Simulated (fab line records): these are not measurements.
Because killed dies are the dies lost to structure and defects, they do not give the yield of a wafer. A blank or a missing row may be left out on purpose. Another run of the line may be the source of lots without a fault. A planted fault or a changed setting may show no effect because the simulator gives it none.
fab line records	flow sky130	part 1 of 2: steps 1 to 25 of 35
record lots=5	wafers=15	last_day=50
route steps=708 shown METAL2@491 VIA2@507
lots untouched by any fault: they come from a run of this same line in which no faults occurred
start_h: hours from the record's first day to the start of the lot's first wafer shown	wait_h: how many hours have passed since the lot's step before this one	" repeats the value in the row above	L1.1+2: several wafers, shown together as one row	- no value, or no start was given	* or withheld: withheld	< > ~ a bound
route shown NAME@n: NAME is a module with steps in the file, n the number in the route of the first one	usual: mean and standard deviation over wafers with no fault	same: alike in all rows	chamber/n: place in a boat	sites: each site's reading	_std_site: standard deviation across them	_edge_site: mean of outer sites minus mean of inner sites	radius_mm: how far each site lies from the wafer's centre	mask NAME#n: copy n	behind: the last tool/chamber to shape the wafer	hold: the reason the lot was held/the length of the hold in hours/how it ended	device: transistor that didn't switch, given as n, p or np	end of line: the same wafers' tests at the end of the route	a step given without rows: its recipe and nothing more	killed: dies that structure and defects cost at the first sort, which is not the same as the wafer's yield	map: a wafer's dies, marking killed ones x, the rest . and places with no die _
set.NAME: the setting that was run; set.NAME@STEP: the one run at that earlier step	model.NAME: the simulator's own value behind a step, which no gauge read
certain route steps with their lots: each step a table, each wafer a row
services: the hour from which a tool's chamber was out of use, counted from the record's first day as start_h (under 0 if before that day), plus the number of hours and why
## steps
# step SKY_METAL2_HMDS_08
# recipe prime_time_s=60	prime_temp_c=120
# usual exhaust_pa=45.1/0.86
lot.wafer	tool	chamber	start_h	wait_h	exhaust_pa
L087.1	litho_track-01	0	907.87	0.1	44.4
L087.3	"	0	"	"	43.6
L087.6	"	0	"	"	44.4
L091.1	litho_track-04	0	935.85	0.1	44.6
L091.3	"	0	"	"	46.1
L091.6	"	0	"	"	45.9
L092.2	litho_track-04	0	944.37	0.1	44.5
L092.3	"	0	"	"	44.3
L092.5	"	0	"	"	46.7
L093.2	litho_track-03	0	945.85	0.1	44.4
L093.3	"	0	"	"	45.4
L093.4	"	0	"	"	45.3
L096.1	litho_track-04	0	962.90	0.1	46.1
L096.5	"	0	"	"	45.5
L096.6	"	0	"	"	44.7
# step SKY_METAL2_COAT_09
# recipe resist=BARC	temp_c=withheld	time_s=withheld	spin_rpm=3000	resist_thk_nm=60
# usual exhaust_pa=45.1/0.88
lot.wafer	tool	chamber	start_h	wait_h	exhaust_pa
L087.1	litho_track-01	0	908.02	0.1	44.0
L087.3	"	0	"	"	46.0
L087.6	"	0	"	"	44.3
L091.1	litho_track-04	0	936.00	0.1	44.7
L091.3	"	0	"	"	44.6
L091.6	"	0	"	"	46.3
L092.2	litho_track-04	0	944.52	0.1	46.0
L092.3	"	0	"	"	47.6
L092.5	"	0	"	"	45.4
L093.2	litho_track-03	0	946.00	0.1	46.0
L093.3	"	0	"	"	46.3
L093.4	"	0	"	"	46.3
L096.1	litho_track-04	0	963.05	0.1	45.6
L096.5	"	0	"	"	46.3
L096.6	"	0	"	"	45.8
# step SKY_METAL2_COAT_10
# recipe resist=KrF-thick	spin_rpm=3000	resist_thk_nm=450
# usual exhaust_pa=44.8/0.89
lot.wafer	tool	chamber	start_h	wait_h	exhaust_pa
L087.1	litho_track-01	0	-	-	45.0
L087.3	"	0	"	"	45.8
L087.6	"	0	"	"	44.7
L091.1	litho_track-04	0	-	-	45.0
L091.3	"	0	"	"	45.1
L091.6	"	0	"	"	44.5
L092.2	litho_track-04	0	-	-	44.5
L092.3	"	0	"	"	45.1
L092.5	"	0	"	"	45.1
L093.2	litho_track-03	0	-	-	44.6
L093.3	"	0	"	"	45.1
L093.4	"	0	"	"	43.9
L096.1	litho_track-04	0	-	-	44.5
L096.5	"	0	"	"	43.9
L096.6	"	0	"	"	44.2
# step SKY_METAL2_SOFTBAKE_11
# recipe temp_c=100	time_s=90	resist=KrF-thick
# usual exhaust_pa=44.9/0.99	plate_temp_C=100.01/0.13
lot.wafer	tool	chamber	start_h	wait_h	exhaust_pa	plate_temp_C
L087.1	litho_track-01	0	-	-	44.0	99.85
L087.3	"	0	"	"	44.2	99.86
L087.6	"	0	"	"	45.1	99.89
L091.1	litho_track-04	0	-	-	45.2	99.99
L091.3	"	0	"	"	45.9	99.99
L091.6	"	0	"	"	44.4	99.90
L092.2	litho_track-04	0	-	-	44.0	100.11
L092.3	"	0	"	"	44.0	100.18
L092.5	"	0	"	"	43.1	100.11
L093.2	litho_track-03	0	-	-	45.5	100.18
L093.3	"	0	"	"	45.6	99.95
L093.4	"	0	"	"	46.3	100.02
L096.1	litho_track-04	0	-	-	44.4	100.00
L096.5	"	0	"	"	44.7	99.76
L096.6	"	0	"	"	44.8	99.93
# step SKY_METAL2_EXPOSE_12
# recipe mask_id=MM2	na=0.8	source_shape=annular	sigma_inner=0.55	sigma_outer=0.85	target_cd_nm=140	dose_mj=28
# usual exposure_dose_mJ_cm2=28.002/0.029
# same sigma_inner=0.55
lot.wafer	tool	chamber	start_h	wait_h	mask	exposure_dose_mJ_cm2
L087.1	krf_scanner-02	0	-	-	MM2#0	28.016
L087.3	"	0	"	"	MM2#0	28.012
L087.6	"	0	"	"	MM2#0	28.039
L091.1	krf_scanner-02	0	-	-	MM2#0	28.008
L091.3	"	0	"	"	MM2#0	27.989
L091.6	"	0	"	"	MM2#0	27.989
L092.2	krf_scanner-01	0	-	-	MM2#0	28.018
L092.3	"	0	"	"	MM2#0	28.024
L092.5	"	0	"	"	MM2#0	28.025
L093.2	krf_scanner-01	0	-	-	MM2#0	27.965
L093.3	"	0	"	"	MM2#0	27.973
L093.4	"	0	"	"	MM2#0	27.960
L096.1	krf_scanner-01	0	-	-	MM2#0	27.993
L096.5	"	0	"	"	MM2#0	27.935
L096.6	"	0	"	"	MM2#0	27.952
# step SKY_METAL2_PEB_13
# recipe peb_temp_c=withheld	peb_time_s=withheld	resist=KrF-thick
# usual exhaust_pa=45.1/0.95
lot.wafer	tool	chamber	start_h	wait_h	exhaust_pa
L087.1	litho_track-03	0	-	-	45.0
L087.3	"	0	"	"	45.3
L087.6	"	0	"	"	44.7
L091.1	litho_track-01	0	-	-	45.1
L091.3	"	0	"	"	43.9
L091.6	"	0	"	"	44.6
L092.2	litho_track-01	0	-	-	44.4
L092.3	"	0	"	"	44.2
L092.5	"	0	"	"	44.9
L093.2	litho_track-04	0	-	-	45.8
L093.3	"	0	"	"	44.1
L093.4	"	0	"	"	45.9
L096.1	litho_track-03	0	-	-	45.1
L096.5	"	0	"	"	45.3
L096.6	"	0	"	"	45.3
# step SKY_METAL2_DEVELOP_14
# recipe develop_time_s=60	resist=KrF-thick	dev_temp_c=21
# usual exhaust_pa=45.2/1
# same develop_time_s=60
lot.wafer	tool	chamber	start_h	wait_h	exhaust_pa
L087.1	litho_track-03	0	-	-	44.3
L087.3	"	0	"	"	44.5
L087.6	"	0	"	"	46.3
L091.1	litho_track-01	0	-	-	44.6
L091.3	"	0	"	"	43.8
L091.6	"	0	"	"	45.0
L092.2	litho_track-01	0	-	-	44.5
L092.3	"	0	"	"	46.4
L092.5	"	0	"	"	44.0
L093.2	litho_track-04	0	-	-	45.1
L093.3	"	0	"	"	44.3
L093.4	"	0	"	"	44.8
L096.1	litho_track-03	0	-	-	45.6
L096.5	"	0	"	"	46.4
L096.6	"	0	"	"	46.9
# step SKY_METAL2_CD_MEAS_15
# recipe target_cd_nm=140
# usual cd_nm=139.8/1.7
lot.wafer	tool	chamber	start_h	wait_h	cd_nm
L087.1	cd_sem-02	-	920.92	-	138.6
L087.3	"	-	"	"	138.5
L087.6	"	-	"	"	137.3
L091.1	cd_sem-02	-	948.62	-	139.9
L091.3	"	-	"	"	139.8
L091.6	"	-	"	"	139.2
L092.2	cd_sem-02	-	956.94	-	138.6
L092.3	"	-	"	"	140.8
L092.5	"	-	"	"	139.2
L093.2	cd_sem-02	-	957.92	-	141.2
L093.3	"	-	"	"	141.2
L093.4	"	-	"	"	141.1
L096.1	cd_sem-01	-	975.42	-	137.5
L096.5	"	-	"	"	140.1
L096.6	"	-	"	"	137.5
# step SKY_METAL2_OVL_MEAS_16
# usual METAL2_OVL=4/5
lot.wafer	tool	chamber	start_h	wait_h	METAL2_OVL[nm]
L087.1	overlay-01	-	921.04	0.1	4
L087.3	"	-	"	"	10
L087.6	"	-	"	"	6
L091.1	overlay-02	-	948.74	0.1	1
L091.3	"	-	"	"	2
L091.6	"	-	"	"	-1
L092.2	overlay-01	-	957.05	0.1	11
L092.3	"	-	"	"	12
L092.5	"	-	"	"	4
L093.2	overlay-02	-	958.02	0.1	7
L093.3	"	-	"	"	4
L093.4	"	-	"	"	8
L096.1	overlay-02	-	975.54	0.1	-5
L096.5	"	-	"	"	-5
L096.6	"	-	"	"	-6
# step SKY_METAL2_DESCUM_17
# recipe chemistry=O2	source_power_w=150	bias_power_w=0	pressure_mtorr=10	temp_c=40	time_s=8
# usual drypump_motor_current_A=5.7/0.5	he_backside_leak_sccm=3.44/0.18	oes_product_au=1.001/0.0079
lot.wafer	tool	chamber	start_h	wait_h	drypump_motor_current_A	he_backside_leak_sccm	oes_product_au	rf_hours_counter_h
L087.1	rie_metal-02	1	921.08	0.0	6.2	3.64	1.005	11
L087.3	"	0	"	"	5.8	3.44	1.007	-
L087.6	"	0	"	"	5.8	3.54	1.022	-
L091.1	rie_metal-02	0	948.78	0.0	5.7	3.39	1.000	17
L091.3	"	1	"	"	6.2	3.33	0.994	-
L091.6	"	1	"	"	6.2	3.42	1.001	-
L092.2	rie_metal-02	1	957.08	0.0	6.2	3.48	1.005	13
L092.3	"	1	"	"	6.3	3.53	0.995	-
L092.5	"	1	"	"	6.3	3.61	0.998	-
L093.2	rie_metal-03	0	958.05	0.0	4.9	3.69	1.002	16
L093.3	"	1	"	"	5.5	3.32	0.992	-
L093.4	"	0	"	"	4.9	3.58	1.007	-
L096.1	rie_metal-03	0	975.58	0.0	4.9	3.19	1.004	16
L096.5	"	0	"	"	4.9	3.65	1.009	-
L096.6	"	1	"	"	5.5	3.17	0.986	-
# step SKY_METAL2_ETCH_18
# recipe chemistry=N2/H2	target=BARC	ion_energy_ev=200	bias_w=100	pressure_mtorr=30	n2_flow_sccm=100	h2_flow_sccm=200	icp_w=500	stop_on=SiO2	time_s=45.9	target_depth_a=600
# usual drypump_motor_current_A=5.7/0.5	he_backside_leak_sccm=3.43/0.29	oes_product_au=0.854/0.0049	throttle_valve_pct=13.224/0.009
lot.wafer	tool	chamber	start_h	wait_h	drypump_motor_current_A	he_backside_leak_sccm	oes_product_au	rf_hours_counter_h	throttle_valve_pct
L087.1	rie_metal-02	1	921.11	0.0	6.3	3.37	0.852	11	13.247
L087.3	"	0	"	"	5.8	3.57	0.853	-	13.240
L087.6	"	0	"	"	5.8	3.38	0.850	-	13.220
L091.1	rie_metal-02	0	948.81	0.0	5.8	3.31	0.848	17	13.202
L091.3	"	1	"	"	6.3	3.49	0.857	-	13.245
L091.6	"	1	"	"	6.3	3.35	0.845	-	13.231
L092.2	rie_metal-02	1	957.11	0.0	6.2	3.64	0.848	13	13.232
L092.3	"	1	"	"	6.2	3.48	0.861	-	13.233
L092.5	"	1	"	"	6.2	3.53	0.853	-	13.235
L093.2	rie_metal-03	0	958.09	0.0	4.9	3.46	0.853	16	13.214
L093.3	"	1	"	"	5.5	3.19	0.867	-	13.228
L093.4	"	0	"	"	5.0	3.55	0.849	-	13.223
L096.1	rie_metal-03	0	975.61	0.0	5.0	3.33	0.853	16	13.230
L096.5	"	0	"	"	4.9	3.59	0.864	-	13.229
L096.6	"	1	"	"	5.5	3.22	0.851	-	13.212
# step SKY_METAL2_METAL_ETCH_19
# recipe target_depth_a=3600	stop_on=SiO2	over_etch_frac=0.3	time_s=78	chemistry=Cl2/BCl3	resist_sidewall_deg=88	pressure_mtorr=10	icp_w=900	bias_w=48.5	Cl2_flow_sccm=60	bcl3_flow_sccm=30
# usual drypump_motor_current_A=5.7/0.5	he_backside_leak_sccm=3.45/0.21	mfc_cl2_sccm=60.03/0.19	oes_product_au=0.854/0.0055	throttle_valve_pct=22.265/0.0092
lot.wafer	tool	chamber	start_h	wait_h	drypump_motor_current_A	he_backside_leak_sccm	mfc_cl2_sccm	oes_product_au	rf_hours_counter_h	throttle_valve_pct
L087.1	rie_metal-02	1	921.17	0.0	6.2	3.55	60.00	0.860	11	22.264
L087.3	"	0	"	"	5.8	3.45	59.92	0.852	-	22.259
L087.6	"	0	"	"	5.8	3.46	60.15	0.854	-	22.267
L091.1	rie_metal-02	0	948.87	0.0	5.8	3.38	59.86	0.863	17	22.262
L091.3	"	1	"	"	6.2	3.52	59.89	0.856	-	22.273
L091.6	"	1	"	"	6.2	3.48	59.97	0.860	-	22.255
L092.2	rie_metal-02	1	957.17	0.0	6.2	3.37	60.12	0.866	13	22.274
L092.3	"	1	"	"	6.2	3.54	60.19	0.860	-	22.262
L092.5	"	1	"	"	6.2	3.44	60.35	0.856	-	22.250
L093.2	rie_metal-03	0	958.15	0.0	4.9	3.60	60.36	0.857	16	22.253
L093.3	"	1	"	"	5.5	3.17	59.86	0.855	-	22.267
L093.4	"	0	"	"	4.9	3.63	60.30	0.855	-	22.265
L096.1	rie_metal-03	0	975.67	0.0	4.9	3.28	60.03	0.856	16	22.280
L096.5	"	0	"	"	4.9	3.53	59.72	0.856	-	22.263
L096.6	"	1	"	"	5.5	3.17	60.21	0.853	-	22.272
# step SKY_METAL2_STRIP_20
# recipe chemistry=O2/N2	power_w=1400	pressure_mtorr=1500	platen_temp_c=withheld	o2_flow_sccm=3000	n2_flow_sccm=300	overash_fraction=0.5
# usual drypump_motor_current_A=5.6/0.42	oes_product_au=0.342/0.0041	strip_time_to_endpoint_s=2.680/0.026
lot.wafer	tool	chamber	start_h	wait_h	drypump_motor_current_A	oes_product_au	rf_hours_counter_h	strip_time_to_endpoint_s
L087.1	plasma_asher-03	0	921.26	0.1	6.0	0.348	20	2.697
L087.3	"	1	"	"	5.9	0.333	-	2.644
L087.6	"	0	"	"	6.0	0.340	-	2.635
L091.1	plasma_asher-01	0	948.96	0.1	4.8	0.345	57	2.677
L091.3	"	0	"	"	4.8	0.345	-	2.711
L091.6	"	1	"	"	5.4	0.347	-	2.704
L092.2	plasma_asher-02	1	957.26	0.1	5.7	0.340	83	2.688
L092.3	"	1	"	"	5.7	0.348	-	2.710
L092.5	"	1	"	"	5.7	0.343	-	2.688
L093.2	plasma_asher-03	1	958.24	0.1	5.9	0.338	23	2.647
L093.3	"	0	"	"	6.0	0.340	-	2.680
L093.4	"	1	"	"	5.9	0.339	-	2.638
L096.1	plasma_asher-03	1	975.76	0.1	5.9	0.338	25	2.685
L096.5	"	1	"	"	5.9	0.347	-	2.662
L096.6	"	0	"	"	6.0	0.341	-	2.672
# step SKY_METAL2_STRIP_21
# recipe chemistry=post_etch_residue_remover	time_s=1200	temp_c=72.5
lot.wafer	tool	chamber	start_h	wait_h
L087.1+3+6	wet_bench-02	0	921.36	0.1
L091.1+3+6	wet_bench-04	0	949.06	0.1
L092.2+3+5	wet_bench-04	1	957.36	0.1
L093.2+3+4	wet_bench-04	2	958.34	0.1
L096.1+5+6	wet_bench-01	3	975.86	0.1
# step SKY_METAL2_CLEAN_22
# recipe chemistry=IPA	time_s=180	temp_c=25
lot.wafer	tool	chamber	start_h	wait_h
L087.1+3+6	wet_bench-04	3	921.70	0.0
L091.1+3+6	wet_bench-02	3	949.40	0.0
L092.2+3+5	wet_bench-01	0	957.70	0.0
L093.2+3+4	wet_bench-01	1	958.68	0.0
L096.1+5+6	wet_bench-04	1	976.20	0.0
# step SKY_METAL2_CLEAN_23
# recipe chemistry=O3/DIW	dry=n2_spin
lot.wafer	tool	chamber	start_h	wait_h
L087.1+3+6	wet_bench-02	2	921.77	0.0
L091.1+3+6	wet_bench-01	3	949.46	0.0
L092.2+3+5	wet_bench-04	0	957.76	0.0
L093.2+3+4	wet_bench-02	3	958.74	0.0
L096.1+5+6	wet_bench-02	3	976.26	0.0
# step SKY_VIA2_HDPCVD_00
# recipe material=SiO2	target_thk_nm=1180	sigma_open_frac=0.3	time_s=196.7	temp_c=400	sih4_flow_sccm=60	pressure_mtorr=6
lot.wafer	tool	chamber	start_h	wait_h
L087.1+3+6	hdpcvd-01	1,2,2	921.86	0.0
L091.1+3+6	hdpcvd-01	0,1,0	949.56	0.0
L092.2+3+5	hdpcvd-02	2,0,0	957.85	0.0
L093.2+3+4	hdpcvd-02	0,1,0	958.83	0.0
L096.1+5+6	hdpcvd-02	1,0,1	976.35	0.0
# step SKY_VIA2_THK_MEAS_01
# recipe reads=SiO2_of_VIA2_HDPCVD_00
# usual VIA2_HDPCVD_THK=1179/12
lot.wafer	tool	chamber	start_h	wait_h	VIA2_HDPCVD_THK[nm]
L087.1	film_metro-04	-	921.98	0.1	1173
L087.3	"	-	"	"	1173
L087.6	"	-	"	"	1184
L091.1	film_metro-04	-	949.69	0.1	1164
L091.3	"	-	"	"	1186
L091.6	"	-	"	"	1161
L092.2	film_metro-02	-	957.99	0.1	1177
L092.3	"	-	"	"	1167
L092.5	"	-	"	"	1167
L093.2	film_metro-02	-	958.97	0.1	1161
L093.3	"	-	"	"	1181
L093.4	"	-	"	"	1157
L096.1	film_metro-03	-	976.48	0.1	1180
L096.5	"	-	"	"	1173
L096.6	"	-	"	"	1182
# step SKY_VIA2_CMP_02
# recipe material=SiO2	down_force_psi=4	platen_rpm=60	pad_velocity_m_s=0.94248
# usual motor_current_A=12.5/1.3
lot.wafer	tool	chamber	start_h	wait_h	motor_current_A
L087.3	cmp-02	3	922.09	0.1	11.7
L087.1	"	1	"	"	14.5
L087.6	"	2	"	"	12.5
L091.1	cmp-02	2	949.80	0.1	12.0
L091.3	"	0	"	"	13.6
L091.6	"	2	"	"	12.9
L092.3	cmp-02	3	958.09	0.1	12.5
L092.2	"	1	"	"	13.9
L092.5	"	2	"	"	12.3
L093.3	cmp-01	2	959.02	0.0	10.9
L093.4	"	0	"	"	11.7
L093.2	"	1	"	"	12.2
L096.1	cmp-02	0	976.59	0.1	14.2
L096.6	"	3	"	"	12.5
L096.5	"	0	"	"	13.9
# step SKY_VIA2_BOW_MEAS_03
# recipe mode=bow
# usual VIA2_BOW=87/8.1
lot.wafer	tool	chamber	start_h	wait_h	VIA2_BOW[um]
L087.1	film_metro-02	-	922.34	0.1	92
L087.3	"	-	"	"	99
L087.6	"	-	"	"	78
L091.1	film_metro-04	-	950.05	0.2	82
L091.3	"	-	"	"	88
L091.6	"	-	"	"	90
L092.2	film_metro-04	-	958.36	0.1	77
L092.3	"	-	"	"	80
L092.5	"	-	"	"	80
L093.2	film_metro-02	-	959.34	0.1	98
L093.3	"	-	"	"	95
L093.4	"	-	"	"	77
L096.1	film_metro-02	-	976.84	0.2	75
L096.5	"	-	"	"	79
L096.6	"	-	"	"	78
# step SKY_VIA2_DEHYDRATE_04
# recipe temp_c=200	time_s=60
# usual exhaust_pa=45.0/0.79	plate_temp_C=200.00/0.17
lot.wafer	tool	chamber	start_h	wait_h	exhaust_pa	plate_temp_C
L087.1	litho_track-04	0	933.95	11.6	42.8	200.06
L087.3	"	0	"	"	43.8	200.35
L087.6	"	0	"	"	44.6	200.16
L091.1	litho_track-02	0	961.06	11.0	43.5	200.36
L091.3	"	0	"	"	45.3	199.84
L091.6	"	0	"	"	46.3	200.24
L092.2	litho_track-01	0	969.85	11.5	44.8	200.02
L092.3	"	0	"	"	46.0	200.14
L092.5	"	0	"	"	46.1	200.09
L093.2	litho_track-04	0	971.37	12.0	44.8	199.99
L093.3	"	0	"	"	45.2	199.70
L093.4	"	0	"	"	44.2	199.81
L096.1	litho_track-01	0	987.52	10.7	44.9	199.74
L096.5	"	0	"	"	43.3	199.96
L096.6	"	0	"	"	44.2	199.81
# step SKY_VIA2_HMDS_05
# recipe prime_time_s=60	prime_temp_c=120
# usual exhaust_pa=45.1/0.97
lot.wafer	tool	chamber	start_h	wait_h	exhaust_pa
L087.1	litho_track-04	0	934.10	0.1	44.7
L087.3	"	0	"	"	43.9
L087.6	"	0	"	"	44.4
L091.1	litho_track-02	0	961.21	0.1	46.1
L091.3	"	0	"	"	45.4
L091.6	"	0	"	"	45.9
L092.2	litho_track-01	0	970.00	0.1	46.8
L092.3	"	0	"	"	45.6
L092.5	"	0	"	"	46.4
L093.2	litho_track-04	0	971.52	0.1	44.3
L093.3	"	0	"	"	45.6
L093.4	"	0	"	"	43.4
L096.1	litho_track-01	0	987.67	0.1	44.0
L096.5	"	0	"	"	45.1
L096.6	"	0	"	"	45.7
# step SKY_VIA2_COAT_06
# recipe resist=BARC	temp_c=withheld	time_s=withheld	spin_rpm=3000	resist_thk_nm=60
# usual exhaust_pa=44.8/0.81
lot.wafer	tool	chamber	start_h	wait_h	exhaust_pa
L087.1	litho_track-04	0	934.25	0.1	45.5
L087.3	"	0	"	"	44.7
L087.6	"	0	"	"	45.5
L091.1	litho_track-02	0	961.36	0.1	44.6
L091.3	"	0	"	"	44.7
L091.6	"	0	"	"	44.5
L092.2	litho_track-01	0	970.15	0.1	45.2
L092.3	"	0	"	"	44.6
L092.5	"	0	"	"	47.4
L093.2	litho_track-04	0	971.67	0.1	45.1
L093.3	"	0	"	"	44.9
L093.4	"	0	"	"	45.9
L096.1	litho_track-01	0	987.82	0.1	45.4
L096.5	"	0	"	"	44.8
L096.6	"	0	"	"	44.3
# step SKY_VIA2_COAT_07
# recipe resist=KrF-thick	spin_rpm=3000	resist_thk_nm=450
# usual exhaust_pa=44.9/0.91
lot.wafer	tool	chamber	start_h	wait_h	exhaust_pa
L087.1	litho_track-04	0	-	-	45.3
L087.3	"	0	"	"	45.1
L087.6	"	0	"	"	45.1
L091.1	litho_track-02	0	-	-	44.8
L091.3	"	0	"	"	44.2
L091.6	"	0	"	"	44.0
L092.2	litho_track-01	0	-	-	45.5
L092.3	"	0	"	"	45.0
L092.5	"	0	"	"	44.9
L093.2	litho_track-04	0	-	-	43.9
L093.3	"	0	"	"	46.4
L093.4	"	0	"	"	46.5
L096.1	litho_track-01	0	-	-	44.2
L096.5	"	0	"	"	45.7
L096.6	"	0	"	"	45.5
# step SKY_VIA2_SOFTBAKE_08
# recipe temp_c=100	time_s=90	resist=KrF-thick
# usual exhaust_pa=44.9/0.96	plate_temp_C=100.00/0.14
lot.wafer	tool	chamber	start_h	wait_h	exhaust_pa	plate_temp_C
L087.1	litho_track-04	0	-	-	43.9	99.90
L087.3	"	0	"	"	43.8	99.91
L087.6	"	0	"	"	43.5	99.78
L091.1	litho_track-02	0	-	-	45.0	100.09
L091.3	"	0	"	"	44.6	100.12
L091.6	"	0	"	"	44.8	100.14
L092.2	litho_track-01	0	-	-	46.2	99.97
L092.3	"	0	"	"	46.4	100.07
L092.5	"	0	"	"	46.3	99.92
L093.2	litho_track-04	0	-	-	45.3	100.09
L093.3	"	0	"	"	46.5	99.86
L093.4	"	0	"	"	44.9	99.85
L096.1	litho_track-01	0	-	-	46.8	99.91
L096.5	"	0	"	"	45.0	99.87
L096.6	"	0	"	"	45.5	99.93
